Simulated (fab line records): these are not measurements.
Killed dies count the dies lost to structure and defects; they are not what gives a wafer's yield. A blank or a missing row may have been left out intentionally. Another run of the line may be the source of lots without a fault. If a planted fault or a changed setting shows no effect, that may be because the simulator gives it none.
fab line records -- flow sfqLine
record lots=14, wafers=40, lastDay=95
route steps=325 shown M6@262 I6@266 M7@291
lots that met no fault: taken from a fault-free run of the same line
startH: hours from the record's opening day to when the first of the lot's shown wafers began -- waitH: time in hours since the lot's previous step -- " the same as in the row above -- L1.1+2: a row that stands for several wafers -- - value missing, or start not given -- * or withheld: withheld -- < > ~ a bound
route shown NAME@n: names a module that has steps shown in the file, with the first one's number in the route -- usual: the fault-free wafers' mean and standard deviation -- same: alike in all rows -- chamber/n: place in a boat -- sites: readings site by site -- _std_site: standard deviation of those values -- _edge_site: mean of outer sites minus mean of inner sites -- radiusMm: how far each site lies from the wafer's centre -- mask NAME#n: copy n -- behind: tool/chamber where the wafer was last shaped -- hold: why the lot was held/for how many hours/how that ended -- device: transistor that didn't switch, given as n, p or np -- end of line: the same wafers' tests at the end of the route -- for a step that has no rows: nothing shown but its recipe -- killed: dies lost to structure and defects at the first sort, not the wafer's yield -- map: per-die view of a wafer (x killed, . not killed, _ where there is no die)
set.NAME: the setting as run; set.NAME@STEP: as run at that earlier step -- model.NAME: the simulator's own value behind a step, which no gauge read
one table for each step of the route and one row for each wafer, over a sample of lots
services: from which hour (startH, from the record's first day; less than 0 if before it) a tool's chamber was out of use, for how many hours, and why
## steps
# step SFQ_TRILAYER_M6_BARC_OPEN_METAL_ETCH_206
# recipe maskMaterial=PR, chemistry=O2, targetDepthNm=125, target=BARC, icpW=600, biasW=80, pressureMtorr=10, timeS=41.7
# usual drypumpMotorCurrentA=5.9/0.32, oesProductAu=0.685/0.0048
# same timeS=41.7
lot.wafer,tool,chamber,startH,waitH,drypumpMotorCurrentA,oesProductAu,rfHoursCounterH
L799.2,rieMetal-04,0,1598.98,0.0,6.2,0.680,84
L799.3,rieMetal-04,1,1598.98,0.0,6.0,0.699,-
L799.4,rieMetal-04,0,1598.98,0.0,6.2,0.688,-
L801.1,rieMetal-02,1,1672.30,0.0,6.3,0.692,18
L801.4,rieMetal-02,0,1672.30,0.0,5.4,0.684,-
L801.5,rieMetal-02,0,1672.30,0.0,5.4,0.677,-
L802.1,rieMetal-02,0,1744.14,0.0,5.4,0.684,89
L802.4,rieMetal-02,0,1744.14,0.0,5.4,0.686,-
L802.6,rieMetal-02,1,1744.14,0.0,6.2,0.684,-
L803.3,rieMetal-04,0,1745.36,0.0,6.2,0.680,-
L803.4,rieMetal-04,1,1745.36,0.0,6.0,0.689,-
L803.5,rieMetal-04,1,1745.36,0.0,6.1,0.683,-
L805.4,rieMetal-02,0,1900.73,0.0,5.4,0.688,-
L805.5,rieMetal-02,1,1900.73,0.0,6.3,0.686,-
L805.6,rieMetal-02,0,1900.73,0.0,5.4,0.684,-
L807.1,rieMetal-04,0,1912.71,0.0,6.2,0.675,130
L807.4,rieMetal-04,0,1912.71,0.0,6.2,0.688,-
L807.5,rieMetal-04,0,1912.71,0.0,6.2,0.678,-
L808.1,rieMetal-04,0,1925.73,0.0,6.2,0.685,132
L808.5,rieMetal-04,0,1925.73,0.0,6.2,0.691,-
L808.6,rieMetal-04,1,1925.73,0.0,6.1,0.687,-
L809.3,rieMetal-02,1,1926.95,0.0,6.2,0.686,-
L809.4,rieMetal-02,0,1926.95,0.0,5.4,0.682,-
L809.5,rieMetal-02,1,1926.95,0.0,6.3,0.685,-
L812.1,rieMetal-01,0,1936.53,0.0,5.9,0.684,122
L812.3,rieMetal-01,0,1936.53,0.0,5.9,0.681,-
L812.4,rieMetal-01,1,1936.53,0.0,5.4,0.688,-
L814.1,rieMetal-04,1,1945.20,0.0,6.1,0.677,23
L814.2,rieMetal-04,0,1945.20,0.0,6.2,0.684,136
L814.6,rieMetal-04,1,1945.20,0.0,6.1,0.688,-
L815.1,rieMetal-04,1,1949.73,0.0,6.1,0.689,24
L815.2,rieMetal-04,1,1949.73,0.0,6.1,0.690,-
L815.6,rieMetal-04,1,1949.73,0.0,6.1,0.678,-
L817.6,rieMetal-04,1,1955.63,0.1,6.0,0.678,-
L820.2,rieMetal-01,1,1983.28,0.0,5.5,0.687,-
L820.3,rieMetal-01,1,1983.28,0.0,5.5,0.688,-
L820.4,rieMetal-01,1,1983.28,0.0,5.5,0.688,-
L821.3,rieMetal-01,1,1990.50,0.1,5.5,0.687,-
L821.4,rieMetal-01,1,1990.50,0.1,5.5,0.681,-
L821.6,rieMetal-01,1,1990.50,0.1,5.5,0.698,-
# step SFQ_TRILAYER_I6_DEP_PECVD_165
# recipe material=SiO2, tempC=150, timeS=111.11, pressureTorr=2.4, rfW=183.3, precursor=SiH4/N2O, targetThkNm=500
# usual heaterPowerW=79/15, throttleValvePct=24.7/1.2
# same timeS=111.11
lot.wafer,tool,chamber,startH,waitH,heaterPowerW,throttleValvePct
L799.2,pecvd-04,1,1599.94,0.0,82,24.9
L799.3,pecvd-04,0,1599.94,0.0,83,25.5
L799.4,pecvd-04,0,1599.94,0.0,88,25.2
L801.1,pecvd-02,0,1673.26,0.0,63,24.9
L801.4,pecvd-02,0,1673.26,0.0,65,24.7
L801.5,pecvd-02,0,1673.26,0.0,51,24.7
L802.1,pecvd-03,0,1745.10,0.0,95,24.8
L802.4,pecvd-03,1,1745.10,0.0,84,25.1
L802.6,pecvd-03,0,1745.10,0.0,96,24.6
L803.3,pecvd-02,0,1746.30,0.0,64,25.4
L803.4,pecvd-02,0,1746.30,0.0,51,25.1
L803.5,pecvd-02,1,1746.30,0.0,76,24.8
L805.4,pecvd-02,1,1901.72,0.0,84,25.3
L805.5,pecvd-02,0,1901.72,0.0,61,25.9
L805.6,pecvd-02,2,1901.72,0.0,87,24.4
L807.1,pecvd-04,2,1913.67,0.0,68,23.7
L807.4,pecvd-04,0,1913.67,0.0,89,23.5
L807.5,pecvd-04,1,1913.67,0.0,97,23.5
L808.1,pecvd-04,0,1926.69,0.0,85,23.4
L808.5,pecvd-04,0,1926.69,0.0,88,23.3
L808.6,pecvd-04,2,1926.69,0.0,68,23.6
L809.3,pecvd-03,0,1927.89,0.0,86,25.1
L809.4,pecvd-03,2,1927.89,0.0,48,27.7
L809.5,pecvd-03,0,1927.89,0.0,88,25.2
L812.1,pecvd-04,0,1937.49,0.0,89,23.1
L812.3,pecvd-04,2,1937.49,0.0,71,23.8
L812.4,pecvd-04,2,1937.49,0.0,72,23.9
L814.1,pecvd-04,0,1946.17,0.0,84,23.4
L814.2,pecvd-04,1,1946.17,0.0,83,23.3
L814.6,pecvd-04,0,1946.17,0.0,87,23.5
L815.1,pecvd-04,1,1951.49,0.0,100,23.7
L815.2,pecvd-04,0,1951.49,0.0,89,23.2
L815.6,pecvd-04,1,1951.49,0.0,82,23.5
L817.6,pecvd-03,1,1957.32,0.0,96,25.8
L820.2,pecvd-02,1,1985.00,0.0,76,25.7
L820.3,pecvd-02,2,1985.00,0.0,87,24.8
L820.4,pecvd-02,1,1985.00,0.0,79,25.8
L821.3,pecvd-02,1,1992.20,0.0,72,25.8
L821.4,pecvd-02,2,1992.20,0.0,104,24.7
L821.6,pecvd-02,1,1992.20,0.0,75,25.8
# step SFQ_TRILAYER_I6_CMP_CMP_166
# recipe material=SiO2, downForcePsi=3, platenRpm=60, padVelocityMS=0.94248
# usual edgeZonePressureFrac=1.000/0.0048, motorCurrentA=10.0/0.97, slurryFlowMlMin=149.9/0.46, timeToEndpointS=214/7.9
lot.wafer,tool,chamber,startH,waitH,edgeZonePressureFrac,motorCurrentA,slurryFlowMlMin,timeToEndpointS
L799.4,cmp-01,0,1600.51,0.5,1.006,10.5,149.9,211
L799.2,cmp-01,1,1600.51,0.5,0.998,11.1,150.2,210
L799.3,cmp-01,2,1600.51,0.5,1.002,9.6,149.9,189
L801.1,cmp-02,1,1673.38,0.1,1.008,8.7,149.2,220
L801.4,cmp-02,3,1674.38,1.0,1.000,11.4,149.2,225
L801.5,cmp-02,1,1675.38,2.0,0.996,8.0,150.3,217
L802.1,cmp-01,1,1745.18,0.0,0.994,10.7,150.0,224
L802.4,cmp-01,0,1746.68,1.5,0.997,11.0,150.0,210
L802.6,cmp-01,2,1747.68,2.5,1.001,9.3,149.2,202
L803.3,cmp-02,3,1747.48,1.1,1.002,11.6,149.7,208
L803.4,cmp-02,0,1747.48,1.1,0.997,10.0,149.7,231
L803.5,cmp-02,2,1748.98,2.6,1.011,9.2,149.1,225
L805.4,cmp-02,1,1901.76,0.0,0.997,8.1,149.4,214
L805.6,cmp-02,1,1903.76,2.0,1.001,8.4,149.2,210
L805.5,cmp-02,2,1903.76,2.0,0.997,8.7,149.9,224
L807.1,cmp-02,1,1913.75,0.0,1.007,8.7,150.2,211
L807.4,cmp-02,2,1913.75,0.0,1.003,8.8,149.8,217
L807.5,cmp-02,2,1916.25,2.5,1.004,8.9,150.1,226
L808.1,cmp-01,0,1927.27,0.5,1.003,10.6,150.1,213
L808.5,cmp-01,3,1928.77,2.0,0.999,9.0,150.2,218
L808.6,cmp-01,0,1928.77,2.0,1.002,10.5,149.2,230
L809.3,cmp-02,0,1927.97,0.0,1.003,10.2,148.9,213
L809.4,cmp-02,3,1929.47,1.5,1.000,11.6,150.2,213
L809.5,cmp-02,1,1930.47,2.5,1.002,8.7,149.8,213
L812.3,cmp-02,3,1937.57,0.0,0.996,11.6,149.8,210
L812.4,cmp-02,0,1937.57,0.0,0.999,9.8,150.0,217
L812.1,cmp-02,2,1939.07,1.5,0.996,8.8,150.7,229
L814.2,cmp-01,0,1946.75,0.5,0.985,11.1,149.9,205
L814.1,cmp-01,1,1946.75,0.5,0.997,11.0,149.5,203
L814.6,cmp-01,3,1948.25,2.0,1.002,9.2,150.3,214
L815.1,cmp-02,3,1952.57,1.0,0.999,11.1,150.2,229
L815.2,cmp-02,0,1952.57,1.0,1.000,10.3,149.3,232
L815.6,cmp-02,2,1954.07,2.5,1.001,8.8,149.6,221
L817.6,cmp-02,0,1959.86,2.5,1.009,10.1,150.2,215
L820.2,cmp-01,1,1985.08,0.0,0.999,10.9,150.4,216
L820.3,cmp-01,2,1985.08,0.0,0.995,10.0,150.4,207
L820.4,cmp-01,0,1986.58,1.5,0.994,10.7,150.5,218
L821.4,cmp-01,1,1992.78,0.5,1.004,11.1,150.2,231
L821.3,cmp-01,3,1993.78,1.5,0.994,8.7,149.8,213
L821.6,cmp-01,0,1993.78,1.5,0.998,10.9,150.0,219
# step SFQ_I6_BOW_MEAS_941
# recipe mode=bow
# usual I6_BOW=7/11
lot.wafer,tool,chamber,startH,waitH,I6_BOW[um]
L799.2,filmMetro-03,-,1603.03,1.5,-1
L799.3,filmMetro-03,-,1603.03,1.5,-8
L799.4,filmMetro-03,-,1603.03,1.5,-7
L801.1,filmMetro-03,-,1676.38,2.5,10
L801.4,filmMetro-03,-,1676.38,2.5,5
L801.5,filmMetro-03,-,1676.38,2.5,-1
L802.1,filmMetro-02,-,1748.18,2.5,10
L802.4,filmMetro-02,-,1748.18,2.5,3
L802.6,filmMetro-02,-,1748.18,2.5,7
L803.3,filmMetro-01,-,1750.02,2.0,12
L803.4,filmMetro-01,-,1750.02,2.0,2
L803.5,filmMetro-01,-,1750.02,2.0,9
L805.4,filmMetro-01,-,1904.82,2.6,13
L805.5,filmMetro-01,-,1904.82,2.6,30
L805.6,filmMetro-01,-,1904.82,2.6,19
L807.1,filmMetro-01,-,1916.75,2.5,11
L807.4,filmMetro-01,-,1916.75,2.5,5
L807.5,filmMetro-01,-,1916.75,2.5,17
L808.1,filmMetro-01,-,1929.77,2.0,10
L808.5,filmMetro-01,-,1929.77,2.0,4
L808.6,filmMetro-01,-,1929.77,2.0,4
L809.3,filmMetro-02,-,1931.01,2.5,10
L809.4,filmMetro-02,-,1931.01,2.5,-4
L809.5,filmMetro-02,-,1931.01,2.5,5
L812.1,filmMetro-03,-,1940.57,1.0,-3
L812.3,filmMetro-03,-,1940.57,1.0,-8
L812.4,filmMetro-03,-,1940.57,1.0,-9
L812.1,filmMetro-03,-,1941.89,1.3,-
L812.3,filmMetro-03,-,1941.89,1.3,-
L812.4,filmMetro-03,-,1941.89,1.3,-
L814.1,filmMetro-01,-,1949.25,1.5,5
L814.2,filmMetro-01,-,1949.25,1.5,20
L814.6,filmMetro-01,-,1949.25,1.5,27
L815.1,filmMetro-03,-,1954.57,1.5,-4
L815.2,filmMetro-03,-,1954.57,1.5,-6
L815.6,filmMetro-03,-,1954.57,1.5,-9
L815.1,filmMetro-03,-,1955.89,1.3,-
L815.2,filmMetro-03,-,1955.89,1.3,-
L815.6,filmMetro-03,-,1955.89,1.3,-
L817.6,filmMetro-01,-,1960.46,0.1,4
L820.2,filmMetro-01,-,1988.10,2.5,11
L820.3,filmMetro-01,-,1988.10,2.5,20
L820.4,filmMetro-01,-,1988.10,2.5,11
L821.3,filmMetro-02,-,1995.32,1.0,-14
L821.4,filmMetro-02,-,1995.32,1.0,-15
L821.6,filmMetro-02,-,1995.32,1.0,-18
# step SFQ_TRILAYER_I6_METRO_MEASURE_167
# usual thkNm=199.9/1.1
lot.wafer,tool,chamber,startH,waitH,thkNm
L799.2,filmMetro-03,-,1603.33,0.3,201.7
L799.3,filmMetro-03,-,1603.33,0.3,199.9
L799.4,filmMetro-03,-,1603.33,0.3,200.5
L801.1,filmMetro-03,-,1676.50,0.1,198.5
L801.4,filmMetro-03,-,1676.50,0.1,200.6
L801.5,filmMetro-03,-,1676.50,0.1,200.4
L802.1,filmMetro-02,-,1748.30,0.1,201.6
L802.4,filmMetro-02,-,1748.30,0.1,200.5
L802.6,filmMetro-02,-,1748.30,0.1,198.7
L803.3,filmMetro-01,-,1750.50,0.5,200.3
L803.4,filmMetro-01,-,1750.50,0.5,201.3
L803.5,filmMetro-01,-,1750.50,0.5,201.5
L805.4,filmMetro-01,-,1905.48,0.6,198.9
L805.5,filmMetro-01,-,1905.48,0.6,200.8
L805.6,filmMetro-01,-,1905.48,0.6,199.7
L807.1,filmMetro-01,-,1916.87,0.1,198.7
L807.4,filmMetro-01,-,1916.87,0.1,199.9
L807.5,filmMetro-01,-,1916.87,0.1,200.5
L808.1,filmMetro-01,-,1929.89,0.1,200.1
L808.5,filmMetro-01,-,1929.89,0.1,200.2
L808.6,filmMetro-01,-,1929.89,0.1,200.2
L809.3,filmMetro-02,-,1931.49,0.5,200.5
L809.4,filmMetro-02,-,1931.49,0.5,199.2
L809.5,filmMetro-02,-,1931.49,0.5,198.9
L812.1,filmMetro-03,-,1947.37,5.5,179.3
L812.3,filmMetro-03,-,1947.37,5.5,199.5
L812.4,filmMetro-03,-,1947.37,5.5,200.1
L812.1,filmMetro-03,-,1948.73,1.2,179.3
L812.3,filmMetro-03,-,1948.73,1.2,199.2
L812.4,filmMetro-03,-,1948.73,1.2,200.2
L814.1,filmMetro-01,-,1949.37,0.1,199.8
L814.2,filmMetro-01,-,1949.37,0.1,200.0
L814.6,filmMetro-01,-,1949.37,0.1,199.0
L817.6,filmMetro-01,-,1961.48,1.0,200.9
L815.1,filmMetro-03,-,1961.94,6.0,178.9
L815.2,filmMetro-03,-,1961.94,6.0,180.1
L815.6,filmMetro-03,-,1961.94,6.0,200.9
L815.1,filmMetro-03,-,1963.30,1.2,178.8
L815.2,filmMetro-03,-,1963.30,1.2,180.0
L815.6,filmMetro-03,-,1963.30,1.2,201.0
L820.2,filmMetro-01,-,1988.40,0.3,202.1
L820.3,filmMetro-01,-,1988.40,0.3,199.3
L820.4,filmMetro-01,-,1988.40,0.3,200.2
L821.3,filmMetro-02,-,1995.80,0.5,200.6
L821.4,filmMetro-02,-,1995.80,0.5,200.4
L821.6,filmMetro-02,-,1995.80,0.5,200.5
# step SFQ_TRILAYER_I6_VIA_ETCH_VIA_ETCH_172
# recipe target=SiO2, stopOn=Nb, maskMaterial=PR, taperDeg=20, chemistry=CHF3, targetDepthNm=260, sourceW=500, biasW=80, pressureMtorr=30, timeS=withheld
# usual drypumpMotorCurrentA=5.6/0.44, oesProductAu=0.854/0.0056
lot.wafer,tool,chamber,startH,waitH,drypumpMotorCurrentA,oesProductAu
L799.2,rieDiel-02,1,1606.78,0.0,5.9,0.858
L799.3,rieDiel-02,2,1606.78,0.0,5.1,0.849
L799.4,rieDiel-02,0,1606.78,0.0,5.6,0.855
L801.1,rieDiel-02,1,1786.18,0.0,5.9,0.845
L801.4,rieDiel-02,2,1786.18,0.0,5.1,0.856
L801.5,rieDiel-02,1,1786.18,0.0,5.9,0.854
L802.1,rieDiel-03,1,1838.65,0.0,5.8,0.859
L802.4,rieDiel-03,0,1838.65,0.0,5.7,0.861
L802.6,rieDiel-03,3,1838.65,0.0,5.9,0.852
L803.3,rieDiel-04,0,1842.25,0.0,6.6,0.860
L803.4,rieDiel-04,2,1842.25,0.0,4.7,0.860
L803.5,rieDiel-04,2,1842.25,0.0,4.7,0.855
L805.4,rieDiel-03,1,1917.17,0.0,5.7,0.855
L805.5,rieDiel-03,0,1917.17,0.0,5.7,0.849
L805.6,rieDiel-03,1,1917.17,0.0,5.7,0.863
L807.1,rieDiel-03,1,1935.95,0.0,5.7,0.845
L807.4,rieDiel-03,0,1935.95,0.0,5.6,0.853
L807.5,rieDiel-03,2,1935.95,0.0,5.5,0.852
L808.1,rieDiel-02,1,1952.75,0.0,5.9,0.857
L808.5,rieDiel-02,2,1952.75,0.0,5.1,0.857
L808.6,rieDiel-02,3,1952.75,0.0,6.0,0.848
L809.3,rieDiel-03,2,1953.95,0.0,5.5,0.865
L809.4,rieDiel-03,3,1953.95,0.0,5.9,0.840
L809.5,rieDiel-03,3,1953.95,0.0,5.9,0.857
L812.1,rieDiel-04,3,1967.90,0.0,4.9,0.799
L812.3,rieDiel-04,2,1967.90,0.0,4.7,0.854
L812.4,rieDiel-04,1,1967.90,0.0,5.6,0.852
L814.1,rieDiel-02,2,1978.70,0.0,5.1,0.864
L814.2,rieDiel-02,3,1978.70,0.0,6.0,0.854
L814.6,rieDiel-02,0,1978.70,0.0,5.6,0.850
L815.1,rieDiel-04,1,1984.70,0.0,5.6,0.806
L815.2,rieDiel-04,2,1984.70,0.0,4.7,0.808
L815.6,rieDiel-04,1,1984.70,0.0,5.6,0.853
L817.6,rieDiel-03,3,1993.15,0.1,5.9,0.864
L820.2,rieDiel-03,2,2018.35,0.0,5.5,0.868
L820.3,rieDiel-03,3,2018.35,0.0,5.9,0.845
L820.4,rieDiel-03,0,2018.35,0.0,5.6,0.847
L821.3,rieDiel-04,2,2021.90,0.0,4.7,0.859
L821.4,rieDiel-04,3,2021.90,0.0,4.9,0.847
L821.6,rieDiel-04,1,2021.90,0.0,5.6,0.855
# step SFQ_M7_OVL_MEAS_945
# usual M7_OVL=3/6.4
lot.wafer,tool,chamber,startH,waitH,M7_OVL[nm]
L799.2,overlay-02,-,1723.71,0.1,4
L799.3,overlay-02,-,1723.71,0.1,5
L799.4,overlay-02,-,1723.71,0.1,4
L801.1,overlay-01,-,1796.45,0.1,4
L801.4,overlay-01,-,1796.45,0.1,-4
L801.5,overlay-01,-,1796.45,0.1,3
L802.1,overlay-02,-,1842.22,0.1,9
L802.4,overlay-02,-,1842.22,0.1,4
L802.6,overlay-02,-,1842.22,0.1,6
L803.3,overlay-01,-,1845.70,0.1,4
L803.4,overlay-01,-,1845.70,0.1,5
L803.5,overlay-01,-,1845.70,0.1,6
L805.4,overlay-02,-,2006.04,0.1,5
L805.5,overlay-02,-,2006.04,0.1,7
L805.6,overlay-02,-,2006.04,0.1,8
L807.1,overlay-02,-,2015.62,0.1,-1
L807.4,overlay-02,-,2015.62,0.1,-4
L807.5,overlay-02,-,2015.62,0.1,-8
L808.1,overlay-02,-,2025.22,0.1,4
L808.5,overlay-02,-,2025.22,0.1,4
L808.6,overlay-02,-,2025.22,0.1,4
L809.3,overlay-01,-,2029.44,0.1,5
L809.4,overlay-01,-,2029.44,0.1,10
L809.5,overlay-01,-,2029.44,0.1,9
L812.1,overlay-01,-,2037.37,0.1,1
L812.3,overlay-01,-,2037.37,0.1,-3
L812.4,overlay-01,-,2037.37,0.1,0
L814.1,overlay-01,-,2046.97,0.1,3
L814.2,overlay-01,-,2046.97,0.1,-2
L814.6,overlay-01,-,2046.97,0.1,0
L815.1,overlay-01,-,2052.97,0.1,13
L815.2,overlay-01,-,2052.97,0.1,15
L815.6,overlay-01,-,2052.97,0.1,7
L817.6,overlay-01,-,2063.80,0.0,1
L820.2,overlay-02,-,2091.16,0.1,0
L820.3,overlay-02,-,2091.16,0.1,-3
L820.4,overlay-02,-,2091.16,0.1,2
L821.3,overlay-02,-,2097.17,0.1,2
L821.4,overlay-02,-,2097.17,0.1,5
L821.6,overlay-02,-,2097.17,0.1,2
## services
tool,chamber,startH,hours,kind
filmMetro-01,-,1602.99,1.4,pm
filmMetro-03,-,1604.49,1.6,pm
cmp-01,-,1610.15,4.0,pm
cmp-02,-,1617.63,1.4,repair
filmMetro-01,-,1632.40,0.8,pm
filmMetro-03,-,1633.60,0.3,pm
filmMetro-01,-,1639.24,1.7,pm
cmp-02,-,1639.55,2.1,repair
cmp-01,-,1657.27,1.5,repair
filmMetro-03,-,1660.20,1.7,pm
filmMetro-03,-,1662.55,2.4,pm
pecvd-04,-,1669.32,0.3,repair
pecvd-04,-,1686.25,14.0,pm
filmMetro-01,-,1771.10,1.6,pm
cmp-02,-,1771.68,4.0,pm
cmp-02,-,1823.71,4.4,repair
filmMetro-01,-,1847.99,0.4,pm
filmMetro-01,-,1884.24,0.6,pm
cmp-02,-,1894.74,6.9,pm
cmp-02,-,1933.74,2.6,repair
cmp-02,-,1940.57,6.3,pm
cmp-02,-,2000.46,2.7,repair
rieMetal-04,-,2010.27,0.1,repair
filmMetro-01,-,2015.12,0.6,pm
## key
firstSign step=SFQ_TRILAYER_I6_CMP_CMP_166, reading=timeToEndpointS, direction=up, sigmas=2.1, usual=*, struck=*
effect step=SFQ_I6_BOW_MEAS_941, reading=visit, direction=added
effect step=SFQ_TRILAYER_I6_METRO_MEASURE_167, reading=visit, direction=added
effect step=SFQ_TRILAYER_I6_METRO_MEASURE_167, reading=thkNm, direction=down, sigmas=19, usual=199.9, struck=179.4
effect step=SFQ_TRILAYER_I6_VIA_ETCH_VIA_ETCH_172, reading=oesProductAu, direction=down, sigmas=8.8, usual=0.854, struck=0.804
metAt SFQ_TRILAYER_I6_CMP_CMP_166
struckLots L812,L815
struckWafers L812.1,L815.1,L815.2
notActingAt SFQ_TRILAYER_M6_BARC_OPEN_METAL_ETCH_206,SFQ_TRILAYER_I6_DEP_PECVD_165,SFQ_M7_OVL_MEAS_945
onsetBetween 1927.97 1937.57
fault kind=processParameterDrift, tool=cmp-02, chamber=-, onsetH=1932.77, steps=SFQ_TRILAYER_I6_CMP_CMP_166, channel=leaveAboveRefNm, offset=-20, shape=step, endH=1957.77, scope=struckWafersOnly, actsIn=theseRecipesOnly, stated=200
